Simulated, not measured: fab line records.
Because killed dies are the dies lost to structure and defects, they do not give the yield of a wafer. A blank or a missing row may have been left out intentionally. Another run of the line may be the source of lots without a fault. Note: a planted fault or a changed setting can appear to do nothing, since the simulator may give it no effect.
fab line records -- flow sky130
record lots=13, wafers=39, last-day=50
route steps=708 shown METAL4@598 CAP2M@615 METAL5@666 PAD_OPEN@708
lots that met no fault: taken from a fault-free run of the same line
start-h: hours from the record's opening day to when the first of the lot's shown wafers began -- wait-h: time in hours since the lot's previous step -- " unchanged from the row above -- L1.1+2: one row covering several wafers at once -- - no value, or no start given -- * or withheld: withheld -- < > ~ a bound
route shown NAME@n: a module of which the file shows steps, and the number in the route of the first -- usual: mean and standard deviation over wafers with no fault -- same: alike in all rows -- chamber/n: place in a boat -- sites: the reading at each site -- _std_site: standard deviation across them -- _edge_site: inner sites' mean taken away from outer sites' mean -- radius-mm: how far each site lies from the wafer's centre -- mask NAME#n: copy n -- behind: the last tool/chamber to shape the wafer -- hold: the reason the lot was held/the length of the hold in hours/how it ended -- device: which transistor (n, p or np) failed to switch -- end of line: the same wafers' tests at the end of the route -- step lacking rows: just its recipe -- killed: the dies lost at the first sort to structure and to defects; this is not the yield of the wafer -- map: the dies of a wafer, with x for killed, . for not killed, _ for no die there
set.NAME: the setting as run; set.NAME@STEP: as run at that earlier step -- model.NAME: the simulator's own value behind a step, which no gauge read
the route's steps for a sample of lots (tables are steps, rows are wafers)
services: from which hour (start-h, from the record's first day; less than 0 if before it) a tool's chamber was out of use, for how many hours, and why
## steps
# step SKY_METAL4_SPUTTER_00
# recipe material=Ti, target-thk-nm=15, power-w=3000, time-s=10, chamber-pressure-pa=0.4
# usual throttle-valve-pct=30.0/0.86
lot.wafer,tool,chamber,start-h,wait-h,throttle-valve-pct
L882.4,pvd-sputter-02,-,932.23,0.2,30.2
L882.5,pvd-sputter-02,-,932.23,0.2,28.4
L882.6,pvd-sputter-02,-,932.23,0.2,31.8
L883.4,pvd-sputter-01,-,940.16,0.1,29.2
L883.5,pvd-sputter-01,-,940.16,0.1,29.6
L883.6,pvd-sputter-01,-,940.16,0.1,29.9
L885.1,pvd-sputter-03,-,957.27,0.1,28.4
L885.3,pvd-sputter-03,-,957.27,0.1,31.2
L885.4,pvd-sputter-03,-,957.27,0.1,30.4
L884.1,pvd-sputter-01,-,957.89,0.2,29.8
L884.4,pvd-sputter-01,-,957.89,0.2,30.9
L884.6,pvd-sputter-01,-,957.89,0.2,29.8
L886.3,pvd-sputter-01,-,967.26,0.2,31.0
L886.4,pvd-sputter-01,-,967.26,0.2,29.6
L886.6,pvd-sputter-01,-,967.26,0.2,29.7
L887.1,pvd-sputter-01,-,972.86,0.2,29.5
L887.2,pvd-sputter-01,-,972.86,0.2,30.8
L887.3,pvd-sputter-01,-,972.86,0.2,29.4
L888.1,pvd-sputter-03,-,977.66,0.1,28.7
L888.4,pvd-sputter-03,-,977.66,0.1,30.8
L888.6,pvd-sputter-03,-,977.66,0.1,30.2
L890.3,pvd-sputter-02,-,1003.33,0.1,30.0
L890.4,pvd-sputter-02,-,1003.33,0.1,31.5
L890.6,pvd-sputter-02,-,1003.33,0.1,30.4
L891.1,pvd-sputter-03,-,1007.55,0.1,29.9
L891.4,pvd-sputter-03,-,1007.55,0.1,30.5
L891.6,pvd-sputter-03,-,1007.55,0.1,31.1
L898.3,pvd-sputter-01,-,1048.12,0.2,30.1
L898.4,pvd-sputter-01,-,1048.12,0.2,29.6
L898.5,pvd-sputter-01,-,1048.12,0.2,29.6
L901.1,pvd-sputter-01,-,1067.84,0.2,29.7
L901.3,pvd-sputter-01,-,1067.84,0.2,31.1
L901.5,pvd-sputter-01,-,1067.84,0.2,29.8
L903.1,pvd-sputter-03,-,1086.54,0.2,29.9
L903.3,pvd-sputter-03,-,1086.54,0.2,30.4
L903.6,pvd-sputter-03,-,1086.54,0.2,28.7
L905.1,pvd-sputter-02,-,1099.53,0.1,29.9
L905.2,pvd-sputter-02,-,1099.53,0.1,28.3
L905.4,pvd-sputter-02,-,1099.53,0.1,30.2
# step SKY_CAP2M_OVL_MEAS_12
# usual CAP2M_OVL=1.2/1.4
lot.wafer,tool,chamber,start-h,wait-h,CAP2M_OVL[nm]
L882.4,overlay-01,-,958.10,0.1,0.6
L882.5,overlay-01,-,958.10,0.1,0.3
L882.6,overlay-01,-,958.10,0.1,-0.4
L883.4,overlay-02,-,965.42,0.1,0.1
L883.5,overlay-02,-,965.42,0.1,-0.4
L883.6,overlay-02,-,965.42,0.1,-1.4
L885.1,overlay-02,-,982.18,0.1,1.3
L885.3,overlay-02,-,982.18,0.1,0.0
L885.4,overlay-02,-,982.18,0.1,1.4
L884.1,overlay-01,-,983.11,0.1,2.9
L884.4,overlay-01,-,983.11,0.1,3.4
L884.6,overlay-01,-,983.11,0.1,1.7
L886.3,overlay-01,-,991.77,0.1,-0.8
L886.4,overlay-01,-,991.77,0.1,-1.9
L886.6,overlay-01,-,991.77,0.1,0.3
L887.1,overlay-01,-,997.58,0.1,1.5
L887.2,overlay-01,-,997.58,0.1,1.3
L887.3,overlay-01,-,997.58,0.1,2.1
L888.1,overlay-01,-,1002.46,0.1,0.6
L888.4,overlay-01,-,1002.46,0.1,0.9
L888.6,overlay-01,-,1002.46,0.1,-0.3
L890.3,overlay-01,-,1026.29,0.1,1.4
L890.4,overlay-01,-,1026.29,0.1,0.8
L890.6,overlay-01,-,1026.29,0.1,0.3
L891.1,overlay-02,-,1030.83,0.1,2.6
L891.4,overlay-02,-,1030.83,0.1,4.3
L891.6,overlay-02,-,1030.83,0.1,2.5
L898.3,overlay-01,-,1070.29,0.1,-0.1
L898.4,overlay-01,-,1070.29,0.1,-0.4
L898.5,overlay-01,-,1070.29,0.1,-0.6
L901.1,overlay-02,-,1089.48,0.1,-0.4
L901.3,overlay-02,-,1089.48,0.1,-0.2
L901.5,overlay-02,-,1089.48,0.1,0.9
L903.1,overlay-02,-,1107.11,0.1,0.6
L903.3,overlay-02,-,1107.11,0.1,0.8
L903.6,overlay-02,-,1107.11,0.1,-0.2
L905.1,overlay-02,-,1120.08,0.1,1.4
L905.2,overlay-02,-,1120.08,0.1,0.8
L905.4,overlay-02,-,1120.08,0.1,1.4
# step SKY_METAL5_RS_MEAS_05
# recipe thk-meas-gauge=four-point-probe, reads=TiN_of_METAL5_SPUTTER_04+Ti_of_METAL5_SPUTTER_03+AlCu_of_METAL5_SPUTTER_02+TiN_of_METAL5_SPUTTER_01+Ti_of_METAL5_SPUTTER_00
# usual METAL5_ALCU_RS=0.0270/0.00031
lot.wafer,tool,chamber,start-h,wait-h,METAL5_ALCU_RS[ohm/sq]
L882.4,film-metro-01,-,1011.11,0.1,0.0271
L882.5,film-metro-01,-,1011.11,0.1,0.0268
L882.6,film-metro-01,-,1011.11,0.1,0.0266
L883.4,film-metro-04,-,1018.21,0.1,0.0263
L883.5,film-metro-04,-,1018.21,0.1,0.0268
L883.6,film-metro-04,-,1018.21,0.1,0.0268
L885.1,film-metro-02,-,1033.82,0.0,0.0276
L885.3,film-metro-02,-,1033.82,0.0,0.0274
L885.4,film-metro-02,-,1033.82,0.0,0.0275
L884.1,film-metro-01,-,1034.37,0.0,0.0269
L884.4,film-metro-01,-,1034.37,0.0,0.0268
L884.6,film-metro-01,-,1034.37,0.0,0.0271
L886.3,film-metro-01,-,1043.19,0.1,0.0271
L886.4,film-metro-01,-,1043.19,0.1,0.0270
L886.6,film-metro-01,-,1043.19,0.1,0.0269
L887.1,film-metro-02,-,1047.85,0.0,0.0271
L887.2,film-metro-02,-,1047.85,0.0,0.0270
L887.3,film-metro-02,-,1047.85,0.0,0.0273
L888.1,film-metro-01,-,1051.63,0.0,0.0276
L888.4,film-metro-01,-,1051.63,0.0,0.0272
L888.6,film-metro-01,-,1051.63,0.0,0.0272
L890.3,film-metro-01,-,1074.30,0.1,0.0272
L890.4,film-metro-01,-,1074.30,0.1,0.0276
L890.6,film-metro-01,-,1074.30,0.1,0.0269
L891.1,film-metro-01,-,1078.85,0.0,0.0272
L891.4,film-metro-01,-,1078.85,0.0,0.0270
L891.6,film-metro-01,-,1078.85,0.0,0.0273
L898.3,film-metro-02,-,1114.89,0.1,0.0270
L898.4,film-metro-02,-,1114.89,0.1,0.0274
L898.5,film-metro-02,-,1114.89,0.1,0.0273
L901.1,film-metro-04,-,1133.98,0.0,0.0267
L901.3,film-metro-04,-,1133.98,0.0,0.0275
L901.5,film-metro-04,-,1133.98,0.0,0.0271
L903.1,film-metro-04,-,1149.97,0.0,0.0275
L903.3,film-metro-04,-,1149.97,0.0,0.0276
L903.6,film-metro-04,-,1149.97,0.0,0.0277
L905.1,film-metro-04,-,1161.06,0.0,0.0271
L905.2,film-metro-04,-,1161.06,0.0,0.0272
L905.4,film-metro-04,-,1161.06,0.0,0.0272
# step SKY_METAL5_CLEAN_18
# recipe chemistry=IPA, time-s=180, temp-c=25
lot.wafer,tool,chamber,start-h,wait-h
L882.4+5+6,wet-bench-04,2,1034.72,0.0
L883.4+5+6,wet-bench-01,0,1042.02,0.0
L885.1+3+4,wet-bench-01,3,1057.18,0.0
L884.1+4+6,wet-bench-01,1,1057.48,0.0
L886.3+4+6,wet-bench-03,1,1065.57,0.0
L887.1+2+3,wet-bench-01,2,1070.02,0.0
L888.1+4+6,wet-bench-01,1,1073.70,0.0
L890.3+4+6,wet-bench-04,2,1096.17,0.0
L891.1+4+6,wet-bench-03,3,1100.23,0.1
L898.3+4+5,wet-bench-04,0,1134.72,0.0
L901.1+3+5,wet-bench-03,0,1153.42,0.0
L903.1+3+6,wet-bench-03,3,1169.14,0.2
L905.1+2+4,wet-bench-01,2,1177.74,0.0
# step SKY_PAD_OPEN_PROBE_99
# usual defect-limited-yield=82.8/2, killed_at_M0_to_M3=43/6.4, killed_at_M4_up=3.1/2, killed-at-contacts=24/5.2, killed-at-front-end=15/4.3, killed-at-other=0.2/0.48, killed-dies=85/9.7, killed-open=47/6.9, killed-short=38/6.7, sort_bin_3_pad_short=0.9/0.48, sort_bin_5_function=10.3/1.6, sort_bin_6_memory=6.1/0.97, sort-n-pass=407/9.7, sort-yield-pct=82.8/2
# same gross-dies=492, killed-at-back-side=0, sort_bin_4_leakage[%]=0, sort_bin_8_speed[%]=0
lot.wafer,tool,chamber,start-h,wait-h,defect-limited-yield[%],killed_at_M0_to_M3,killed_at_M4_up,killed-at-contacts,killed-at-front-end,killed-at-other,killed-dies,killed-open,killed-short,sort_bin_3_pad_short[%],sort_bin_5_function[%],sort_bin_6_memory[%],sort-n-pass,sort-yield-pct[%]
L898.3,prober-02,-,1174.68,0.2,75.4,33,54,27,7,0,121,39,33,4.7,15.0,4.9,371,75.4
L898.4,prober-02,-,1174.73,0.2,73.4,32,56,26,17,0,131,40,38,2.8,16.5,7.3,361,73.4
L898.5,prober-02,-,1174.78,0.2,76.2,37,49,23,8,0,117,41,29,3.3,13.6,6.9,375,76.2
# killed by level:class
L898.3 METAL5:unspecified=49 CONTACT:geometric-particle:open=9 VIA3:geometric-particle:open=8 LI_CONTACT:geometric-particle:open=6 LOCAL_INTERCONNECT:geometric-particle:short=6 VIA1:geometric-particle:open=5 VIA3:geometric-particle:short=4 METAL2:geometric-particle:short=4
L898.4 METAL5:unspecified=53 VIA1:geometric-particle:open=9 VIA3:geometric-particle:open=7 LI_CONTACT:geometric-particle:open=7 FIELD_ISO:geometric-particle:short=6 CONTACT:geometric-particle:open=6 LOCAL_INTERCONNECT:geometric-particle:short=5 CONTACT:geometric-particle:short=5
L898.5 METAL5:unspecified=47 VIA1:geometric-particle:open=9 CONTACT:geometric-particle:open=9 LI_CONTACT:geometric-particle:open=6 METAL2:geometric-particle:short=5 VIA2:geometric-particle:open=5 LI_CONTACT:geometric-particle:short=4 METAL1:geometric-particle:short=4
## services
tool,chamber,start-h,hours,kind
pvd-sputter-02,-,937.49,1.6,repair
pvd-sputter-03,-,997.27,1.2,repair
pvd-sputter-01,-,1000.03,7.2,repair
pvd-sputter-02,-,1043.53,17.0,repair
pvd-sputter-03,3,1044.10,-,consumable-replace:kit
pvd-sputter-03,3,1044.10,18.0,scheduled-down
pvd-sputter-03,3,1044.10,18.0,vent-cycle
pvd-sputter-01,2,1048.27,-,consumable-replace:kit
pvd-sputter-01,2,1048.27,18.0,scheduled-down
pvd-sputter-01,2,1048.27,18.0,vent-cycle
wet-bench-01,-,1079.72,98.0,repair
pvd-sputter-02,-,1080.21,1.8,repair
wet-bench-04,-,1080.92,1.9,pm
pvd-sputter-03,2,1109.91,-,consumable-replace:kit
pvd-sputter-03,2,1109.91,18.0,scheduled-down
pvd-sputter-03,2,1109.91,18.0,vent-cycle
pvd-sputter-02,-,1115.63,2.2,repair
pvd-sputter-01,1,1145.10,-,consumable-replace:kit
pvd-sputter-01,1,1145.10,18.0,scheduled-down
pvd-sputter-01,1,1145.10,18.0,vent-cycle
wet-bench-01,-,1145.48,1.7,repair
pvd-sputter-02,-,1147.49,2.5,repair
pvd-sputter-03,1,1167.00,-,consumable-replace:kit
pvd-sputter-03,1,1167.00,18.0,scheduled-down
## key
first-sign step=SKY_PAD_OPEN_PROBE_99, reading=killed_at_M4_up, direction=up, sigmas=25, usual=3.1, struck=53
effect step=SKY_PAD_OPEN_PROBE_99, reading=sort_bin_3_pad_short, direction=up, sigmas=5.6, usual=0.9, struck=3.6
met-at SKY_METAL5_CLEAN_18
struck-lots L898
struck-wafers L898.3,L898.4,L898.5
not-acting-at SKY_METAL4_SPUTTER_00,SKY_CAP2M_OVL_MEAS_12,SKY_METAL5_RS_MEAS_05
fault kind=chamber-particle-source, tool=wet-bench-04, chamber=0, onset-h=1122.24, steps=SKY_METAL5_CLEAN_18, rate-per-visit-cm2=1.2521, end-h=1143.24
